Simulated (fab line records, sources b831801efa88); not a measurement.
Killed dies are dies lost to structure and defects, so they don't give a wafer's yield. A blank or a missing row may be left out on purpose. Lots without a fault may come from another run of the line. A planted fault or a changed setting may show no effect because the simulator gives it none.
Which tool did it? | flow gf180mcu | 13 lots, 39 wafers sampled, at 4 steps of a route of 602

WHAT THE GAUGES READ, wafer by wafer
GF_HV_LDD_TW_MEAS_11. Usual: HV_LDD_TW 2391, standard deviation 38.
lot  | measured     | on            | HV_LDD_TW      | flag
L972 | day 10 05:40 | film_metro-01 | 2430 2432 2424 |
L973 | day 10 09:58 | film_metro-03 | 2369 2368 2349 |
L974 | day 10 17:51 | film_metro-02 | 2434 2419 2413 |
L975 | day 11 09:00 | film_metro-03 | 2327 2341 2332 |
L976 | day 11 15:34 | film_metro-03 | 2335 2350 2339 |
L977 | day 11 23:44 | film_metro-02 | 2429 2434 2431 |
L978 | day 12 10:31 | film_metro-03 | 2361 2357 2344 |
L986 | day 14 17:24 | film_metro-02 | 2415 2421 2403 |
L987 | day 15 00:04 | film_metro-03 | 2339 2333 2323 |
L988 | day 15 05:28 | film_metro-03 | 2349 2340 2343 |
L991 | day 16 08:52 | film_metro-02 | 2427 2429 2436 |
L993 | day 16 23:06 | film_metro-01 | 2422 2433 2419 |
L995 | day 17 17:39 | film_metro-03 | 2354 2348 2352 |

GF_HV_LDD_RS_MEAS_53: measures by four-point-probe. Usual: HV_LDD_RS 418.4 ohm/sq, standard deviation 1.1.
lot  | measured     | on            | HV_LDD_RS (ohm/sq) | flag
L972 | day 12 17:53 | film_metro-03 | 416.4 417.1 417.1  |
L973 | day 12 23:08 | film_metro-01 | 419.7 419.3 420.2  |
L974 | day 13 04:37 | film_metro-01 | 418.3 419.3 419.5  |
L975 | day 13 22:50 | film_metro-01 | 421.4 420.5 421.2  |
L976 | day 14 04:52 | film_metro-02 | 416.9 417.3 416.8  |
L977 | day 14 15:11 | film_metro-03 | 416.8 416.7 415.4  |
L978 | day 15 01:54 | film_metro-03 | 418.6 418.9 418.7  |
L986 | day 17 14:42 | film_metro-01 | 418.0 417.6 418.6  |
L987 | day 17 21:53 | film_metro-02 | 374.0 374.7 373.7  | OFF
L988 | day 18 05:01 | film_metro-01 | 374.3 373.9 374.0  | OFF
L991 | day 19 08:32 | film_metro-03 | 419.1 418.6 419.6  |
L993 | day 19 23:44 | film_metro-02 | 418.3 418.0 419.1  |
L995 | day 20 20:38 | film_metro-01 | 418.6 419.1 417.2  |

GF_M1_CD_MEAS_14: target cd 230 nm. Usual: cd_nm 230.2 nm, standard deviation 1.
lot  | measured     | on        | cd_nm (nm)        | flag
L972 | day 17 12:51 | cd_sem-02 | 230.6 230.1 230.2 |
L973 | day 17 19:19 | cd_sem-02 | 230.4 231.2 229.7 |
L974 | day 18 00:27 | cd_sem-01 | 230.1 230.1 231.2 |
L975 | day 18 21:12 | cd_sem-02 | 231.0 231.2 230.5 |
L976 | day 19 06:40 | cd_sem-01 | 229.8 232.1 231.6 |
L977 | day 19 18:46 | cd_sem-01 | 231.5 231.3 231.4 |
L978 | day 20 04:00 | cd_sem-01 | 229.2 229.7 229.5 |
L986 | day 22 23:01 | cd_sem-02 | 231.9 231.4 230.2 |
L987 | day 23 05:20 | cd_sem-01 | 230.5 230.2 229.1 |
L988 | day 23 10:35 | cd_sem-01 | 230.3 230.2 230.6 |
L991 | day 24 11:13 | cd_sem-02 | 228.5 227.3 227.6 |
L993 | day 25 03:19 | cd_sem-01 | 230.6 232.0 232.4 |
L995 | day 26 01:59 | cd_sem-02 | 229.7 230.3 229.4 |

WHICH TOOL RAN EACH LOT (tool, then ch and the chambers of the sampled wafers, then the start)
lot  | GF_HV_LDD_IMPLANT_35
L972 | implanter-01 ch 0, day 11 20:57
L973 | implanter-01 ch 0, day 12 01:29
L974 | implanter-01 ch 0, day 12 08:32
L975 | implanter-02 ch 0, day 13 00:57
L976 | implanter-01 ch 0, day 13 08:00
L977 | implanter-01 ch 0, day 13 17:12
L978 | implanter-01 ch 0, day 14 03:53
L986 | implanter-04 ch 0, day 16 14:43
L987 | implanter-01 ch 0, day 16 21:23
L988 | implanter-01 ch 0, day 17 04:22
L991 | implanter-04 ch 0, day 18 08:18
L993 | implanter-04 ch 0, day 18 23:26
L995 | implanter-04 ch 0, day 19 18:43
- GF_HV_LDD_IMPLANT_35

WHAT THE TOOLS THEMSELVES READ (means of the sampled wafers that have a number; where no wafer has one, the mark that the record gives instead)
GF_HV_LDD_IMPLANT_35. Usual: dose_ions_cm2 7.499e+12, standard deviation 8.5e+09; rotation_deg 180.00 degrees, standard deviation 0.033; tilt_deg 30.003 degrees, standard deviation 0.021.
lot  | tool         | dose_ions_cm2 | rotation_deg (degrees) | tilt_deg (degrees) | flag
L972 | implanter-01 | 7.492e+12     | 180.03                 | 30.008             |
L973 | implanter-01 | 7.494e+12     | 180.01                 | 29.994             |
L974 | implanter-01 | 7.495e+12     | 179.97                 | 29.998             |
L975 | implanter-02 | 7.506e+12     | 179.97                 | 30.044             |
L976 | implanter-01 | 7.502e+12     | 179.99                 | 29.998             |
L977 | implanter-01 | 7.497e+12     | 179.95                 | 30.014             |
L978 | implanter-01 | 7.505e+12     | 179.97                 | 30.020             |
L986 | implanter-04 | 7.494e+12     | 180.02                 | 30.015             |
L987 | implanter-01 | 7.509e+12     | 180.00                 | -0.019             | OFF
L988 | implanter-01 | 7.509e+12     | 179.99                 | 0.024              | OFF
L991 | implanter-04 | 7.495e+12     | 179.98                 | 30.016             |
L993 | implanter-04 | 7.495e+12     | 179.99                 | 30.021             |
L995 | implanter-04 | 7.494e+12     | 180.00                 | 29.990             |

THE ANSWER, worked out from the rows above alone
Rule: a lot is off if the mean of its wafers that have a number lies more than 3 standard deviations from the usual mean. A lot without any number at a reading at which 4 lots or more have one is off too. The other lots that the step has rows for count as sound. The gauges are gone through in route order, then the tools' own readings, and for those a lot's mean is taken as printed above. The first step at which some lot is off is used, and at that step the reading that is off furthest; a lot without a number counts as furthest.
Off: L987, L988, at GF_HV_LDD_RS_MEAS_53 (HV_LDD_RS).
A tool fits if, at a process step before that reading, it ran every lot that is off, and no sound lot after the first of them. The gauges at GF_HV_LDD_RS_MEAS_53 aren't tried: what is off there is off at GF_HV_LDD_IMPLANT_35 too, on other tools, and a gauge's error can't cause that. One fits: implanter-01 at GF_HV_LDD_IMPLANT_35. Its last sound lot is L978 (day 14 03:53), its first lot that is off L987 (day 16 21:23): a fault that began between those two fits.
The tool's own readings at GF_HV_LDD_IMPLANT_35 bear it out: on the lots that are off they differ by more than 5 times the standard deviation of the sound lots' means. tilt_deg reads 0.003 degrees there against 30.011 degrees on the sound lots.

WHAT THE SIMULATOR HAD PUT IN
Process parameter drift: implanter-01, from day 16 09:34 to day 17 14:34, at GF_HV_LDD_IMPLANT_35. Setting tilt_deg, moved by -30, from 30. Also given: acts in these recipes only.
Lots struck among those shown: L987, L988. The rule above found the same.
